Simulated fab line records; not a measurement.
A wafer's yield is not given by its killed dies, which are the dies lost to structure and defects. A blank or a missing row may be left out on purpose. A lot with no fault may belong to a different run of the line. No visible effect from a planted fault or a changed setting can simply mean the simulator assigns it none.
fab line records | flow gf180mcu
[record] lots = 14 wafers = 42 last_day = 34
route steps=602 shown DNWELL@36 VT_IMPLANT@122 POLY_GATE@174 HV_LDD@183
lots that met no fault: from a run of the same line without faults
start_h: hours from the record's opening day to when the first of the lot's shown wafers began | wait_h: hours from the lot's prior step to this one | " as in the row above | L1.1+2: a single row standing in for several wafers | - either no value or no given start | * or withheld: withheld | < > ~ a bound
route shown NAME@n: names a module that has steps shown in the file, with the first one's number in the route | usual: mean/standard deviation taken from wafers without a fault | same: alike in all rows | chamber/n: place in a boat | sites: each site's reading | _std_site: their standard deviation | _edge_site: the outer-site mean with the inner-site mean subtracted | radius_mm: how far each site lies from the wafer's centre | mask NAME#n: copy n | behind: the most recent tool/chamber to have shaped the wafer | hold: what put the lot on hold/how long, in hours/how the hold closed | device: names the non-switching transistor (n, p or np) | end of line: tests of these same wafers at the route's end | where a step has no rows: the recipe by itself | killed: the dies lost at the first sort to structure and to defects; this is not the yield of the wafer | map: a wafer's dies, x killed, . not, _ none there
set.NAME: the setting as run; set.NAME@STEP: as run at that earlier step | model.NAME: the simulator's own value behind a step, which no gauge read
the route's steps for a sample of lots (tables are steps, rows are wafers)
services: the hour from which a tool's chamber was out of use, counted from the record's first day as start_h (under 0 if before that day), plus the number of hours and why
[[steps]]
[step GF_DNWELL_EXPOSE_04]
[recipe] mask_id = DNWELL target_cd_nm = 1700 na = 0.6 source_shape = conventional sigma_outer = 0.6 dose_mj = 260
[usual] exposure_dose_mJ_cm2 = 259.99/0.23 focus_offset_nm = 0.0/0.54 reticle_temp_C = 23.02/0.11 stage_vel_mm_s = 499.98/0.23
// columns lot.wafer tool chamber start_h wait_h mask exposure_dose_mJ_cm2 focus_offset_nm reticle_temp_C stage_vel_mm_s
L713.1 iline_stepper-02 0 38.23 - DNWELL#0 260.12 -0.3 23.01 499.74
L713.3 " 0 " " DNWELL#0 260.26 -0.8 22.99 499.61
L713.5 " 0 " " DNWELL#0 260.05 -0.8 22.99 499.97
L714.3 iline_stepper-02 0 41.92 - DNWELL#0 260.21 -0.7 22.93 500.21
L714.4 " 0 " " DNWELL#0 259.81 -0.1 22.94 499.82
L714.5 " 0 " " DNWELL#0 259.74 0.4 22.63 499.97
L715.2 iline_stepper-02 - 46.35 - DNWELL#0 - - - -
L715.5 " - " " DNWELL#0 - - - -
L715.6 " - " " DNWELL#0 - - - -
L716.2 iline_stepper-02 - 51.75 - DNWELL#0 - - - -
L716.3 " - " " DNWELL#0 - - - -
L716.4 " - " " DNWELL#0 - - - -
L721.1 iline_stepper-01 0 78.82 - DNWELL#0 259.81 -0.5 23.25 500.12
L721.2 " 0 " " DNWELL#0 259.69 -0.5 23.06 500.10
L721.3 " 0 " " DNWELL#0 259.80 -0.4 23.03 500.10
L728.1 iline_stepper-02 0 114.10 - DNWELL#0 259.90 -0.2 22.87 500.26
L728.5 " 0 " " DNWELL#0 259.81 0.3 22.91 499.43
L728.6 " 0 " " DNWELL#0 260.31 -0.4 22.88 500.13
L729.1 iline_stepper-01 0 119.57 - DNWELL#0 259.97 0.0 23.07 499.97
L729.3 " 0 " " DNWELL#0 259.83 0.2 22.88 500.09
L729.5 " 0 " " DNWELL#0 260.05 -0.1 22.98 500.15
L730.1 iline_stepper-02 0 126.40 - DNWELL#0 259.83 0.1 23.20 499.94
L730.3 " 0 " " DNWELL#0 260.36 -0.3 23.04 499.97
L730.6 " 0 " " DNWELL#0 260.11 -0.4 23.01 499.66
L731.4 iline_stepper-01 0 130.52 - DNWELL#0 259.95 -0.1 23.06 500.08
L731.5 " 0 " " DNWELL#0 259.66 -0.2 22.94 500.08
L731.6 " 0 " " DNWELL#0 259.75 0.4 22.94 500.08
L732.1 iline_stepper-01 0 137.14 - DNWELL#0 259.91 0.1 22.99 500.04
L732.3 " 0 " " DNWELL#0 259.89 -0.4 22.81 500.07
L732.4 " 0 " " DNWELL#0 259.96 0.1 22.86 500.17
L733.1 iline_stepper-02 0 140.80 - DNWELL#0 260.00 0.1 22.95 499.62
L733.4 " 0 " " DNWELL#0 259.70 0.3 22.95 499.76
L733.5 " 0 " " DNWELL#0 260.02 -0.4 22.94 500.00
L734.4 iline_stepper-02 0 145.89 - DNWELL#0 260.09 -0.4 23.04 499.78
L734.5 " 0 " " DNWELL#0 260.41 -0.2 22.92 499.55
L734.6 " 0 " " DNWELL#0 260.29 -0.6 22.99 499.72
L735.1 iline_stepper-02 0 150.94 - DNWELL#0 259.70 0.1 23.14 499.82
L735.4 " 0 " " DNWELL#0 260.28 0.4 23.12 500.09
L735.5 " 0 " " DNWELL#0 259.66 0.1 23.14 499.95
L736.1 iline_stepper-02 0 158.48 - DNWELL#0 260.20 -0.2 23.21 499.97
L736.2 " 0 " " DNWELL#0 259.92 0.2 23.13 499.89
L736.4 " 0 " " DNWELL#0 260.01 -0.4 23.00 499.90
[step GF_DNWELL_TW_MEAS_09]
[usual] DNWELL_TW = 1343/13
// columns lot.wafer tool chamber start_h wait_h DNWELL_TW
L713.1 film_metro-02 - 44.33 0.1 1346
L713.3 " - " " 1343
L713.5 " - " " 1348
L714.3 film_metro-02 - 48.01 0.1 1352
L714.4 " - " " 1351
L714.5 " - " " 1349
L715.2 film_metro-01 - 52.34 0.1 31
L715.5 " - " " 31
L715.6 " - " " 31
L716.2 film_metro-02 - 58.44 0.1 31
L716.3 " - " " 31
L716.4 " - " " 31
L721.1 film_metro-02 - 85.98 0.1 1350
L721.2 " - " " 1360
L721.3 " - " " 1361
L728.1 film_metro-04 - 121.54 0.1 1325
L728.5 " - " " 1331
L728.6 " - " " 1329
L729.1 film_metro-04 - 127.54 0.1 1323
L729.3 " - " " 1326
L729.5 " - " " 1326
L730.1 film_metro-02 - 133.74 0.1 1349
L730.3 " - " " 1358
L730.6 " - " " 1358
L731.4 film_metro-04 - 138.07 0.1 1331
L731.5 " - " " 1329
L731.6 " - " " 1329
L732.1 film_metro-02 - 144.78 0.1 1339
L732.3 " - " " 1345
L732.4 " - " " 1348
L733.1 film_metro-02 - 148.94 0.1 1339
L733.4 " - " " 1344
L733.5 " - " " 1350
L734.4 film_metro-01 - 153.91 0.1 1346
L734.5 " - " " 1339
L734.6 " - " " 1340
L735.1 film_metro-01 - 158.93 0.1 1334
L735.4 " - " " 1344
L735.5 " - " " 1349
L736.1 film_metro-01 - 166.24 0.1 1338
L736.2 " - " " 1337
L736.4 " - " " 1341
[step GF_VT_IMPLANT_TW_MEAS_32]
[usual] VT_IMPLANT_3_TW = 267.5/1.5
// columns lot.wafer tool chamber start_h wait_h VT_IMPLANT_3_TW
L713.1 film_metro-01 - 143.41 0.1 266.0
L713.3 " - " " 267.3
L713.5 " - " " 265.5
L714.3 film_metro-01 - 146.90 0.1 267.4
L714.4 " - " " 266.3
L714.5 " - " " 267.9
L715.2 film_metro-03 - 153.80 0.1 267.1
L715.5 " - " " 266.9
L715.6 " - " " 267.5
L716.2 film_metro-01 - 159.70 0.1 267.4
L716.3 " - " " 267.0
L716.4 " - " " 266.0
L721.1 film_metro-02 - 192.69 0.1 267.8
L721.2 " - " " 268.3
L721.3 " - " " 268.9
L728.1 film_metro-01 - 238.58 0.1 267.1
L728.5 " - " " 266.9
L728.6 " - " " 266.7
L729.1 film_metro-03 - 245.24 0.1 265.7
L729.3 " - " " 266.6
L729.5 " - " " 269.0
L730.1 film_metro-02 - 252.63 0.1 268.3
L730.3 " - " " 268.6
L730.6 " - " " 267.6
L731.4 film_metro-01 - 259.99 0.1 265.2
L731.5 " - " " 265.1
L731.6 " - " " 266.5
L732.1 film_metro-03 - 265.33 0.1 268.6
L732.3 " - " " 266.7
L732.4 " - " " 265.7
L733.1 film_metro-02 - 270.88 0.1 267.5
L733.4 " - " " 269.9
L733.5 " - " " 268.8
L734.4 film_metro-02 - 276.96 0.1 266.5
L734.5 " - " " 269.0
L734.6 " - " " 269.0
L735.1 film_metro-03 - 284.38 0.1 267.1
L735.4 " - " " 267.2
L735.5 " - " " 268.1
L736.1 film_metro-01 - 294.08 0.1 266.4
L736.2 " - " " 266.4
L736.4 " - " " 266.5
[step GF_POLY_GATE_THK_MEAS_17]
[recipe] reads = SiO2_of_POLY_GATE_OXIDATION_16
[usual] POLY_GATE_OXIDATION_THK = 3.97/0.077
// columns lot.wafer tool chamber start_h wait_h POLY_GATE_OXIDATION_THK[nm]
L713.1 film_metro-04 - 200.46 0.0 4.06
L713.3 " - " " 4.06
L713.5 " - " " 3.88
L714.3 film_metro-02 - 206.33 0.0 3.98
L714.4 " - " " 4.04
L714.5 " - " " 4.02
L715.2 film_metro-02 - 211.21 0.0 4.04
L715.5 " - " " 4.02
L715.6 " - " " 3.94
L716.2 film_metro-01 - 215.46 0.0 3.91
L716.3 " - " " 3.95
L716.4 " - " " 3.86
L721.1 film_metro-04 - 257.30 0.0 3.87
L721.2 " - " " 3.92
L721.3 " - " " 4.02
L728.1 film_metro-01 - 302.44 0.0 3.92
L728.5 " - " " 3.86
L728.6 " - " " 3.84
L729.1 film_metro-01 - 311.21 0.0 3.97
L729.3 " - " " 3.96
L729.5 " - " " 4.10
L730.1 film_metro-01 - 319.56 0.0 3.92
L730.3 " - " " 4.15
L730.6 " - " " 4.13
L731.4 film_metro-01 - 326.28 0.0 3.98
L731.5 " - " " 4.01
L731.6 " - " " 4.02
L732.1 film_metro-02 - 334.21 0.0 4.01
L732.3 " - " " 3.91
L732.4 " - " " 4.04
L733.1 film_metro-04 - 338.28 0.0 3.85
L733.4 " - " " 3.90
L733.5 " - " " 3.93
L734.4 film_metro-01 - 344.37 0.0 3.97
L734.5 " - " " 3.87
L734.6 " - " " 3.99
L735.1 film_metro-04 - 359.33 0.0 3.98
L735.4 " - " " 3.89
L735.5 " - " " 3.88
L736.1 film_metro-01 - 364.92 0.0 3.84
L736.2 " - " " 3.87
L736.4 " - " " 3.85
[step GF_HV_LDD_CD_MEAS_07]
[recipe] target_cd_nm = 400
[usual] cd_nm = 400.4/2
// columns lot.wafer tool chamber start_h wait_h cd_nm
L713.1 cd_sem-02 - 217.58 0.1 394.3
L713.3 " - " " 397.1
L713.5 " - " " 397.0
L714.3 cd_sem-02 - 223.68 0.1 401.6
L714.4 " - " " 402.6
L714.5 " - " " 403.7
L715.2 cd_sem-02 - 229.04 0.1 400.0
L715.5 " - " " 399.6
L715.6 " - " " 399.3
L716.2 cd_sem-02 - 233.05 0.1 401.9
L716.3 " - " " 401.2
L716.4 " - " " 402.4
L721.1 cd_sem-01 - 276.69 0.1 402.7
L721.2 " - " " 400.9
L721.3 " - " " 400.6
L728.1 cd_sem-01 - 329.67 0.1 400.7
L728.5 " - " " 401.3
L728.6 " - " " 400.0
L729.1 cd_sem-01 - 333.47 0.1 401.9
L729.3 " - " " 400.9
L729.5 " - " " 399.7
L730.1 cd_sem-02 - 337.14 0.1 398.8
L730.3 " - " " 400.6
L730.6 " - " " 398.8
L731.4 cd_sem-01 - 347.49 0.1 400.6
L731.5 " - " " 400.5
L731.6 " - " " 401.7
L732.1 cd_sem-02 - 356.72 0.1 399.6
L732.3 " - " " 399.0
L732.4 " - " " 402.6
L733.1 cd_sem-01 - 360.18 0.1 402.2
L733.4 " - " " 402.6
L733.5 " - " " 401.7
L734.4 cd_sem-02 - 366.00 0.1 395.9
L734.5 " - " " 397.9
L734.6 " - " " 398.8
L735.1 cd_sem-01 - 381.64 0.1 400.8
L735.4 " - " " 400.5
L735.5 " - " " 397.5
L736.1 cd_sem-01 - 387.17 0.1 402.0
L736.2 " - " " 404.9
L736.4 " - " " 405.2
[[services]]
// columns tool chamber start_h hours kind
iline_stepper-01 - 111.20 1.7 pm
iline_stepper-02 - 147.92 1.7 pm
[[key]]
[first_sign] step = GF_DNWELL_EXPOSE_04 reading = tool_record direction = missing
[effect] step = GF_DNWELL_TW_MEAS_09 reading = DNWELL_TW direction = down sigmas = 99+ usual = 1343 struck = 31
met_at GF_DNWELL_EXPOSE_04
struck_lots L715,L716
sort_left_out L715.2,L715.5,L715.6,L716.2,L716.3,L716.4
tester_left_out L715,L716
not_acting_at GF_VT_IMPLANT_TW_MEAS_32,GF_POLY_GATE_THK_MEAS_17,GF_HV_LDD_CD_MEAS_07
onset_between 41.92 46.35
[fault] kind = skipped_step_whole tool = iline_stepper-02 chamber = - onset_h = 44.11 steps = GF_DNWELL_EXPOSE_04 scope = struck_lots_only
// tester_left_out: of these lots the tester's yield and bins aren't shown, on N5 and GAA mostly nor the transistor test; their killed dies are dies lost to structure and defects alone, not to doping, threshold or leakage, so they don't give the yield
// sort_left_out: the simulated sort isn't trusted on such a fault, so these wafers' sort isn't shown, and their yield isn't known
